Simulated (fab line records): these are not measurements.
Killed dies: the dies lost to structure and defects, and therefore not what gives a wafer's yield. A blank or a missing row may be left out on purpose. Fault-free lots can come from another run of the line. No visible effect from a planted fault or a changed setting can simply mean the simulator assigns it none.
Which tool was responsible? :: flow gf180mcu :: 40 wafers from 14 lots sampled at 3 of the route's 602 steps

## WHAT THE GAUGES SHOWED, per wafer
GF_NSD_TW_MEAS_12.
lot: L475
measured: day 13 04:29
on: film_metro-02
NSD_TW: 4322 4287 4289

lot: L476
measured: day 13 18:17
on: film_metro-04
NSD_TW: 4280 4260 4269

lot: L477
measured: day 13 20:55
on: film_metro-04
NSD_TW: 4293 4268 4291

lot: L478
measured: day 14 13:52
on: film_metro-02
NSD_TW: 4215 4245 4254

lot: L479
measured: day 15 12:25
on: film_metro-04
NSD_TW: 4282 4274 4282

lot: L482
measured: day 16 03:28
on: film_metro-04
NSD_TW: 4316 4293 4292

lot: L481
measured: day 16 13:07
on: film_metro-04
NSD_TW: 4303 4310 4296

lot: L483
measured: day 16 23:17
on: film_metro-02
NSD_TW: 4289 4271 4259

lot: L484
measured: day 17 07:19
on: film_metro-01
NSD_TW: 4278 4268 4304

lot: L486
measured: day 17 12:55
on: film_metro-02
NSD_TW: 4244 4240

lot: L489
measured: day 18 19:37
on: film_metro-02
NSD_TW: 4241 4284

lot: L494
measured: day 19 23:30
on: film_metro-02
NSD_TW: 4299 4281 4248

lot: L497
measured: day 20 22:13
on: film_metro-04
NSD_TW: 4298 4306 4293

lot: L498
measured: day 21 19:52
on: film_metro-04
NSD_TW: 4286 4305 4310

GF_PSD_OVL_MEAS_08.
lot: L475
measured: day 14 00:20
on: overlay-02
PSD_OVL (nm): -0.4 2.5 0.3

lot: L476
measured: day 14 14:53
on: overlay-02
PSD_OVL (nm): -2.5 -1.0 -1.4

lot: L477
measured: day 14 17:20
on: overlay-01
PSD_OVL (nm): 1.4 1.4 1.3

lot: L478
measured: day 15 11:37
on: overlay-01
PSD_OVL (nm): 1.5 -1.5 1.1

lot: L479
measured: day 16 10:28
on: overlay-01
PSD_OVL (nm): 1.0 2.6 2.4

lot: L482
measured: day 17 02:02
on: overlay-02
PSD_OVL (nm): 0.0 -1.9 -0.2

lot: L481
measured: day 17 11:26
on: overlay-02
PSD_OVL (nm): -0.5 0.2 -2.2

lot: L483
measured: day 17 20:35
on: overlay-02
PSD_OVL (nm): -0.8 0.4 -0.8

lot: L484
measured: day 18 06:32
on: overlay-01
PSD_OVL (nm): -0.6 -1.2 1.0

lot: L486
measured: day 18 21:26
on: overlay-01
PSD_OVL (nm): -1.1 1.0

lot: L489
measured: day 19 19:31
on: overlay-01
PSD_OVL (nm): -0.8 -0.7

lot: L494
measured: day 20 23:16
on: overlay-02
PSD_OVL (nm): -0.5 1.2 2.3

lot: L497
measured: day 21 22:12
on: overlay-01
PSD_OVL (nm): 0.7 3.5 0.8

lot: L498
measured: day 22 18:49
on: overlay-02
PSD_OVL (nm): -0.1 0.3 1.4

GF_CONTACT_THK_MEAS_01.
lot: L475
measured: day 14 22:55
on: film_metro-02
CONTACT_CVD_00_THK (nm): 294 301 296

lot: L476
measured: day 15 13:50
on: film_metro-04
CONTACT_CVD_00_THK (nm): 294 293 297

lot: L477
measured: day 15 16:39
on: film_metro-02
CONTACT_CVD_00_THK (nm): 305 310 301

lot: L478
measured: day 16 11:22
on: film_metro-03
CONTACT_CVD_00_THK (nm): 296 296 299

lot: L479
measured: day 17 10:28
on: film_metro-03
CONTACT_CVD_00_THK (nm): 306 309 310

lot: L482
measured: day 18 02:13
on: film_metro-04
CONTACT_CVD_00_THK (nm): 296 296 295

lot: L481
measured: day 18 14:35
on: film_metro-02
CONTACT_CVD_00_THK (nm): 293 297 294

lot: L483
measured: day 18 20:47
on: film_metro-04
CONTACT_CVD_00_THK (nm): 303 299 298

lot: L484
measured: day 19 07:33
on: film_metro-02
CONTACT_CVD_00_THK (nm): 298 309 299

lot: L486
measured: day 19 23:19
on: film_metro-04
CONTACT_CVD_00_THK (nm): 300 298

lot: L489
measured: day 20 21:29
on: film_metro-02
CONTACT_CVD_00_THK (nm): 304 304

lot: L494
measured: day 22 00:28
on: film_metro-02
CONTACT_CVD_00_THK (nm): 297 292 294

lot: L497
measured: day 22 23:04
on: film_metro-03
CONTACT_CVD_00_THK (nm): 305 300 301

lot: L498
measured: day 23 19:09
on: film_metro-04
CONTACT_CVD_00_THK (nm): 299 303 305

## TOOL THAT RAN EACH LOT (tool first, then ch and the chambers of the sampled wafers, then the start)
No process step before these readings appears in the record.

## WHAT THE TOOLS THEMSELVES READ (means of the sampled wafers that have a number; where no wafer has one, the mark that the record gives instead)
The record holds no such reading with a usual standard deviation.

## THE ANSWER, worked out from the rows above alone
Rule: the usual values come from the lots themselves. Put in order of their means at a reading, lots are off if they are a third of the lots or fewer, leave a main group of 4 or more, and stand apart from it by a gap of 3 or more times the standard deviation of the main group's means; of several such gaps the widest counts. Not used: any main group whose means are identical at the precision the tables above print for the reading. Also off: a lot with no number at a reading for which 4 or more lots have one. Where the step has rows for the other lots, those lots are counted as sound. First the gauges in route order, then the tools' own readings, where a lot's mean is used as printed above. At the first step where some lot is off, the reading lying furthest off is the one used; lots without a number count as furthest.
No lot is off at any reading shown: from this, nothing can be told.

## WHAT THE SIMULATOR PUT IN
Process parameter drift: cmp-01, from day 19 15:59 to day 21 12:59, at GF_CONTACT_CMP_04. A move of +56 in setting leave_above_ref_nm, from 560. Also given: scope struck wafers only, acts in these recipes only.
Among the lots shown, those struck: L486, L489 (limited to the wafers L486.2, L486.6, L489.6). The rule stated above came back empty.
